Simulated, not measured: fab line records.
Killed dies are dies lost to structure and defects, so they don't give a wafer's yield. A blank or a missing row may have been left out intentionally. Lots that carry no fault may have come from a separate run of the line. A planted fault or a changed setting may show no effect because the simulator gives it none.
fab line records	flow gf180mcu
record lots=13	wafers=39	last-day=34
route steps=602 shown STI@23 LVPWELL@61 MVSD@76 VT_IMPLANT@130
lots that met no fault: from a run of the same line without faults
start-h: hours from the record's first day to the start of the lot's first wafer shown	wait-h: hours from the lot's prior step to this one	" identical to the entry in the row above	L1.1+2: a single row standing in for several wafers	- either no value or no given start	* or withheld: withheld	< > ~ a bound
route shown NAME@n: NAME is a module with steps in the file, n the number in the route of the first one	usual: mean/standard deviation taken from wafers without a fault	same: alike in all rows	chamber/n: place in a boat	sites: readings site by site	_std_site: how widely they spread, as a standard deviation	_edge_site: the outer-site mean with the inner-site mean subtracted	radius-mm: for every site, how far away it sits from the centre of the wafer	mask NAME#n: copy n	behind: the tool/chamber that last shaped the wafer	hold: the reason the lot was held/the length of the hold in hours/how it ended	device: names the non-switching transistor (n, p or np)	end of line: the route-end tests of the same wafers	step lacking rows: just its recipe	killed: dies lost to structure and defects at the first sort, not the wafer's yield	map: the dies of a wafer, with x for killed, . for not killed, _ for no die there
set.NAME: setting as actually run; set.NAME@STEP: the setting as run at that earlier step	model.NAME: the simulator's own value behind a step, which no gauge read
the route's steps for a sample of lots (tables are steps, rows are wafers)
services: a tool's chamber out of use, with start hour (start-h, from the record's first day; less than 0 if before it), hours out, and reason
## steps
# step GF_STI_THK_MEAS_22
# recipe reads=SiO2_of_STI_OXIDATION_21
# usual STI_OXIDATION_01_THK=14.8/0.33
lot.wafer	tool	chamber	start-h	wait-h	STI_OXIDATION_01_THK[nm]
L189.2	film-metro-01	-	27.30	0.0	15.3
L189.4	"	-	"	"	15.4
L189.6	"	-	"	"	15.4
L190.1	film-metro-02	-	33.49	0.0	14.9
L190.3	"	-	"	"	14.9
L190.6	"	-	"	"	14.9
L191.3	film-metro-02	-	38.66	0.0	15.0
L191.5	"	-	"	"	15.0
L191.6	"	-	"	"	15.1
L194.3	film-metro-04	-	55.92	0.0	14.7
L194.4	"	-	"	"	14.4
L194.5	"	-	"	"	14.7
L196.1	film-metro-04	-	66.33	0.0	14.7
L196.2	"	-	"	"	14.5
L196.5	"	-	"	"	14.8
L197.2	film-metro-04	-	71.36	0.0	15.3
L197.3	"	-	"	"	15.4
L197.4	"	-	"	"	15.0
L199.1	film-metro-01	-	78.37	0.0	14.8
L199.4	"	-	"	"	15.0
L199.5	"	-	"	"	14.7
L200.1	film-metro-02	-	86.40	0.0	14.9
L200.2	"	-	"	"	14.7
L200.4	"	-	"	"	14.9
L205.3	film-metro-01	-	109.41	0.0	15.0
L205.5	"	-	"	"	15.0
L205.6	"	-	"	"	15.1
L209.1	film-metro-02	-	130.54	0.0	14.6
L209.4	"	-	"	"	14.9
L209.6	"	-	"	"	14.7
L210.1	film-metro-04	-	135.29	0.0	14.7
L210.4	"	-	"	"	15.0
L210.6	"	-	"	"	15.0
L211.1	film-metro-02	-	140.28	0.0	14.9
L211.4	"	-	"	"	14.8
L211.5	"	-	"	"	14.8
L212.2	film-metro-04	-	146.05	0.0	14.9
L212.3	"	-	"	"	15.3
L212.4	"	-	"	"	15.2
# step GF_LVPWELL_OVL_MEAS_07
# usual LVPWELL_OVL=-0.4/1.6
lot.wafer	tool	chamber	start-h	wait-h	LVPWELL_OVL[nm]
L189.2	overlay-02	-	67.88	-	-1.3
L189.4	"	-	"	"	-1.1
L189.6	"	-	"	"	-1.4
L190.1	overlay-02	-	73.63	-	-2.2
L190.3	"	-	"	"	-4.9
L190.6	"	-	"	"	-2.7
L191.3	overlay-02	-	81.21	-	1.1
L191.5	"	-	"	"	-1.2
L191.6	"	-	"	"	-0.3
L194.3	overlay-01	-	99.05	-	-1.4
L194.4	"	-	"	"	-1.7
L194.5	"	-	"	"	-0.9
L196.1	overlay-01	-	112.77	-	-0.1
L196.2	"	-	"	"	1.0
L196.5	"	-	"	"	-0.4
L197.2	overlay-02	-	114.74	-	2.7
L197.3	"	-	"	"	1.7
L197.4	"	-	"	"	0.3
L199.1	overlay-02	-	123.22	-	-0.3
L199.4	"	-	"	"	0.7
L199.5	"	-	"	"	-0.4
L200.1	overlay-02	-	132.48	-	-0.3
L200.2	"	-	"	"	-0.9
L200.4	"	-	"	"	0.8
L205.3	overlay-01	-	158.81	-	0.4
L205.5	"	-	"	"	-2.6
L205.6	"	-	"	"	-1.3
L209.1	overlay-02	-	182.42	-	-2.9
L209.4	"	-	"	"	-4.3
L209.6	"	-	"	"	-5.0
L210.1	overlay-02	-	187.85	-	1.1
L210.4	"	-	"	"	0.5
L210.6	"	-	"	"	1.2
L211.1	overlay-01	-	191.18	-	-1.8
L211.4	"	-	"	"	-0.2
L211.5	"	-	"	"	0.3
L212.2	overlay-01	-	197.61	-	0.6
L212.3	"	-	"	"	-0.8
L212.4	"	-	"	"	-1.0
# step GF_LVPWELL_STRIP_10
# recipe chemistry=O2/N2	power-w=1400	pressure-mtorr=1500	platen-temp-c=250	o2-flow-sccm=3000	n2-flow-sccm=300	overash-fraction=0.5
# usual drypump-motor-current-A=5.6/0.43	heater-power-w=321/22	n2-flow-sccm=299.9/1	oes-product-au=0.722/0.0048	strip-time-to-endpoint-s=36.95/0.11
lot.wafer	tool	chamber	start-h	wait-h	drypump-motor-current-A	heater-power-w	n2-flow-sccm	oes-product-au	rf-hours-counter-h	strip-time-to-endpoint-s
L189.2	plasma-asher-04	0	68.21	0.1	5.2	302	300.4	0.722	43	36.89
L189.4	"	0	"	"	5.2	311	300.7	0.725	-	36.91
L189.6	"	0	"	"	5.2	311	301.6	0.726	-	36.94
L190.1	plasma-asher-03	0	73.97	0.1	6.1	316	300.4	0.735	42	36.98
L190.3	"	0	"	"	6.1	324	301.1	0.719	-	36.85
L190.6	"	1	"	"	5.5	353	299.9	0.719	-	37.01
L191.3	plasma-asher-03	0	81.57	0.1	6.1	320	299.4	0.723	-	37.07
L191.5	"	1	"	"	5.5	362	299.8	0.718	-	37.12
L191.6	"	0	"	"	6.1	324	299.7	0.729	-	37.17
L194.3	plasma-asher-04	1	99.40	0.1	5.2	300	297.9	0.722	-	36.95
L194.4	"	0	"	"	5.2	303	301.6	0.720	-	36.90
L194.5	"	0	"	"	5.2	304	301.3	0.726	-	36.80
L196.1	plasma-asher-03	0	113.11	0.1	6.1	320	299.6	0.721	45	36.94
L196.2	"	1	"	"	5.5	369	300.1	0.722	45	36.92
L196.5	"	0	"	"	6.1	327	300.6	0.720	-	36.92
L197.2	plasma-asher-03	0	115.07	0.1	6.1	319	300.0	0.962	46	-
L197.3	"	1	"	"	5.5	370	300.1	0.957	-	-
L197.4	"	0	"	"	6.1	315	299.6	0.954	-	-
L199.1	plasma-asher-04	0	123.56	0.1	5.2	307	298.4	0.719	49	36.81
L199.4	"	0	"	"	5.2	306	299.0	0.723	-	37.01
L199.5	"	1	"	"	5.3	303	300.3	0.716	-	36.89
L200.1	plasma-asher-02	1	132.82	0.1	6.4	346	301.2	0.725	2	37.00
L200.2	"	0	"	"	5.8	311	299.1	0.726	2	37.12
L200.4	"	1	"	"	6.4	346	300.0	0.718	-	36.99
L205.3	plasma-asher-04	1	159.17	0.1	5.2	295	300.5	0.718	-	37.03
L205.5	"	1	"	"	5.3	300	301.3	0.723	-	37.04
L205.6	"	0	"	"	5.2	316	297.8	0.722	-	37.00
L209.1	plasma-asher-03	1	182.75	0.1	5.5	355	301.3	0.716	52	37.01
L209.4	"	1	"	"	5.5	369	299.9	0.728	-	36.95
L209.6	"	0	"	"	6.1	324	299.7	0.729	-	36.90
L210.1	plasma-asher-02	1	188.19	0.1	6.4	343	302.6	0.716	7	37.04
L210.4	"	1	"	"	6.4	343	301.6	0.727	-	37.11
L210.6	"	1	"	"	6.4	349	300.7	0.720	-	37.09
L211.1	plasma-asher-04	0	191.52	0.1	5.2	314	300.3	0.723	57	37.03
L211.4	"	1	"	"	5.2	305	299.3	0.723	-	37.04
L211.5	"	0	"	"	5.2	312	300.1	0.723	-	37.04
L212.2	plasma-asher-04	0	197.94	0.1	5.2	310	300.4	0.723	57	37.11
L212.3	"	1	"	"	5.2	298	299.2	0.725	-	37.03
L212.4	"	0	"	"	5.2	309	299.2	0.720	-	37.03
# step GF_MVSD_STRIP_10
# recipe chemistry=O2/N2	power-w=1400	pressure-mtorr=1500	platen-temp-c=250	o2-flow-sccm=3000	n2-flow-sccm=300	overash-fraction=0.5
# usual drypump-motor-current-A=5.9/0.3	heater-power-w=333/23	n2-flow-sccm=299.9/0.94	oes-product-au=0.722/0.0048	strip-time-to-endpoint-s=36.99/0.096
lot.wafer	tool	chamber	start-h	wait-h	drypump-motor-current-A	heater-power-w	n2-flow-sccm	oes-product-au	rf-hours-counter-h	strip-time-to-endpoint-s
L189.2	plasma-asher-01	1	81.56	0.1	6.1	305	300.0	0.719	27	37.06
L189.4	"	0	"	"	5.6	352	301.1	0.728	-	37.03
L189.6	"	1	"	"	6.1	312	300.9	0.723	-	37.11
L190.1	plasma-asher-02	1	87.62	0.1	6.4	358	299.0	0.721	42	36.90
L190.3	"	0	"	"	5.8	304	300.3	0.720	-	36.92
L190.6	"	0	"	"	5.8	305	301.7	0.724	-	36.94
L191.3	plasma-asher-03	1	95.59	0.1	5.5	367	300.3	0.718	-	37.05
L191.5	"	1	"	"	5.5	363	301.6	0.719	-	37.02
L191.6	"	0	"	"	6.1	328	298.5	0.730	-	36.96
L194.3	plasma-asher-01	1	114.14	0.1	6.1	310	299.1	0.723	-	37.06
L194.4	"	0	"	"	5.6	347	300.2	0.722	-	37.09
L194.5	"	0	"	"	5.5	356	300.0	0.730	-	37.13
L196.1	plasma-asher-01	0	128.67	0.1	5.6	338	299.7	0.720	33	36.71
L196.2	"	1	"	"	6.1	320	301.0	0.725	33	36.67
L196.5	"	0	"	"	5.5	355	301.8	0.725	-	36.78
L197.2	plasma-asher-02	1	129.97	0.1	6.4	346	299.9	0.719	1	47.15
L197.3	"	0	"	"	5.9	302	298.6	0.724	-	47.22
L197.4	"	1	"	"	6.4	354	299.1	0.733	-	47.27
L199.1	plasma-asher-03	0	139.17	0.1	6.2	326	298.3	0.731	47	36.98
L199.4	"	1	"	"	5.5	368	300.1	0.715	-	37.06
L199.5	"	0	"	"	6.2	317	298.9	0.720	-	36.95
L200.1	plasma-asher-03	0	148.70	0.1	6.1	315	300.0	0.709	48	36.90
L200.2	"	1	"	"	5.5	363	301.5	0.719	48	37.12
L200.4	"	0	"	"	6.1	317	301.7	0.717	-	37.02
L205.3	plasma-asher-01	0	175.80	0.1	5.6	351	299.6	0.724	-	37.18
L205.5	"	1	"	"	6.1	316	300.4	0.721	-	37.02
L205.6	"	0	"	"	5.5	345	299.2	0.726	-	37.12
L209.1	plasma-asher-02	1	199.93	0.1	6.4	339	301.3	0.724	8	37.06
L209.4	"	0	"	"	5.8	312	299.5	0.712	-	37.13
L209.6	"	0	"	"	5.8	308	300.5	0.713	-	37.06
L210.1	plasma-asher-01	0	205.70	0.1	5.6	352	299.1	0.727	41	37.10
L210.4	"	1	"	"	6.1	309	297.0	0.721	-	37.03
L210.6	"	1	"	"	6.1	312	299.3	0.727	-	37.07
L211.1	plasma-asher-01	1	209.47	0.1	6.1	309	298.3	0.725	41	36.97
L211.4	"	1	"	"	6.1	312	300.2	0.721	-	36.98
L211.5	"	0	"	"	5.6	358	300.0	0.723	-	37.08
L212.2	plasma-asher-02	1	215.83	0.1	6.4	347	299.8	0.726	10	37.01
L212.3	"	0	"	"	5.9	313	298.0	0.725	-	37.17
L212.4	"	1	"	"	6.3	349	300.0	0.716	-	37.06
# step GF_MVSD_TW_MEAS_11
# usual MVSD_TW=1564/13
lot.wafer	tool	chamber	start-h	wait-h	MVSD_TW
L189.2	film-metro-01	-	81.67	0.1	1553
L189.4	"	-	"	"	1549
L189.6	"	-	"	"	1548
L190.1	film-metro-01	-	87.72	0.1	1558
L190.3	"	-	"	"	1551
L190.6	"	-	"	"	1562
L191.3	film-metro-03	-	95.68	0.1	1569
L191.5	"	-	"	"	1572
L191.6	"	-	"	"	1571
L194.3	film-metro-03	-	114.23	0.1	1576
L194.4	"	-	"	"	1562
L194.5	"	-	"	"	1563
L196.1	film-metro-01	-	128.77	0.1	1553
L196.2	"	-	"	"	1546
L196.5	"	-	"	"	1543
L197.2	film-metro-03	-	130.08	0.1	1362
L197.3	"	-	"	"	1359
L197.4	"	-	"	"	1355
L199.1	film-metro-02	-	139.27	0.1	1549
L199.4	"	-	"	"	1546
L199.5	"	-	"	"	1552
L200.1	film-metro-02	-	148.80	0.1	1552
L200.2	"	-	"	"	1561
L200.4	"	-	"	"	1555
L205.3	film-metro-02	-	175.89	0.1	1565
L205.5	"	-	"	"	1562
L205.6	"	-	"	"	1553
L209.1	film-metro-03	-	200.03	0.1	1578
L209.4	"	-	"	"	1577
L209.6	"	-	"	"	1575
L210.1	film-metro-03	-	205.80	0.1	1575
L210.4	"	-	"	"	1567
L210.6	"	-	"	"	1578
L211.1	film-metro-02	-	209.57	0.1	1547
L211.4	"	-	"	"	1549
L211.5	"	-	"	"	1550
L212.2	film-metro-03	-	215.94	0.1	1576
L212.3	"	-	"	"	1575
L212.4	"	-	"	"	1579
# step GF_VT_IMPLANT_OVL_MEAS_40
# usual VT_IMPLANT_03_OVL=-1.0/1.3
lot.wafer	tool	chamber	start-h	wait-h	VT_IMPLANT_03_OVL[nm]
L189.2	overlay-01	-	154.30	0.1	-0.5
L189.4	"	-	"	"	-2.2
L189.6	"	-	"	"	-2.2
L190.1	overlay-01	-	160.60	0.1	-2.2
L190.3	"	-	"	"	-0.2
L190.6	"	-	"	"	-0.9
L191.3	overlay-01	-	171.34	0.1	-1.8
L191.5	"	-	"	"	-0.1
L191.6	"	-	"	"	-1.1
L194.3	overlay-02	-	192.79	0.1	-1.2
L194.4	"	-	"	"	-1.0
L194.5	"	-	"	"	-1.2
L196.1	overlay-01	-	210.04	0.1	-3.0
L196.2	"	-	"	"	-2.7
L196.5	"	-	"	"	-1.6
L197.2	overlay-01	-	210.56	0.1	-0.7
L197.3	"	-	"	"	0.3
L197.4	"	-	"	"	-1.1
L199.1	overlay-01	-	222.09	0.1	1.8
L199.4	"	-	"	"	-0.1
L199.5	"	-	"	"	-0.9
L200.1	overlay-01	-	231.98	0.1	-0.1
L200.2	"	-	"	"	0.6
L200.4	"	-	"	"	-1.1
L205.3	overlay-01	-	264.64	0.1	-1.6
L205.5	"	-	"	"	-0.8
L205.6	"	-	"	"	0.4
L209.1	overlay-01	-	295.28	0.1	-2.2
L209.4	"	-	"	"	-2.8
L209.6	"	-	"	"	-2.2
L210.1	overlay-01	-	298.89	0.1	-0.7
L210.4	"	-	"	"	-1.5
L210.6	"	-	"	"	-1.3
L211.1	overlay-01	-	304.04	0.1	-3.2
L211.4	"	-	"	"	-2.6
L211.5	"	-	"	"	-2.1
L212.2	overlay-02	-	311.19	0.1	-1.2
L212.3	"	-	"	"	-0.9
L212.4	"	-	"	"	1.2
## services
tool	chamber	start-h	hours	kind
plasma-asher-03	-	56.45	0.9	repair
plasma-asher-02	-	69.69	3.1	repair
plasma-asher-02	-	84.47	0.5	repair
plasma-asher-03	-	88.39	2.8	pm
plasma-asher-01	-	103.53	2.9	repair
plasma-asher-02	-	108.75	9.0	pm
plasma-asher-02	0	108.75	9.0	vent-cycle
plasma-asher-02	1	108.75	9.0	vent-cycle
plasma-asher-02	0	117.75	-	clean
plasma-asher-02	1	117.75	-	clean
plasma-asher-03	-	128.55	10.4	repair
plasma-asher-01	-	154.77	2.8	pm
plasma-asher-04	-	184.71	2.8	pm
## key
first-sign step=GF_LVPWELL_STRIP_10	reading=oes-product-au	direction=up	sigmas=49	usual=0.722	struck=0.958
effect step=GF_MVSD_STRIP_10	reading=strip-time-to-endpoint-s	direction=up	sigmas=99+	usual=*	struck=*
effect step=GF_MVSD_TW_MEAS_11	reading=MVSD_TW	direction=down	sigmas=16	usual=1564	struck=1358
met-at GF_LVPWELL_STRIP_10
struck-lots L197
sort-left-out L197.2,L197.3,L197.4
tester-left-out L197
not-acting-at GF_STI_THK_MEAS_22,GF_LVPWELL_OVL_MEAS_07,GF_VT_IMPLANT_OVL_MEAS_40
onset-between 113.11 115.07
fault kind=strip-aborted	tool=plasma-asher-03	chamber=-	onset-h=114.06	steps=GF_LVPWELL_STRIP_10	offset=0.51816	end-h=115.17
# tester-left-out: of these lots the tester's yield and bins aren't shown, on N5 and GAA mostly nor the transistor test; their killed dies are dies lost to structure and defects alone, not to doping, threshold or leakage, so they don't give the yield
# sort-left-out: the simulated sort isn't trusted on such a fault, so these wafers' sort isn't shown, and their yield isn't known
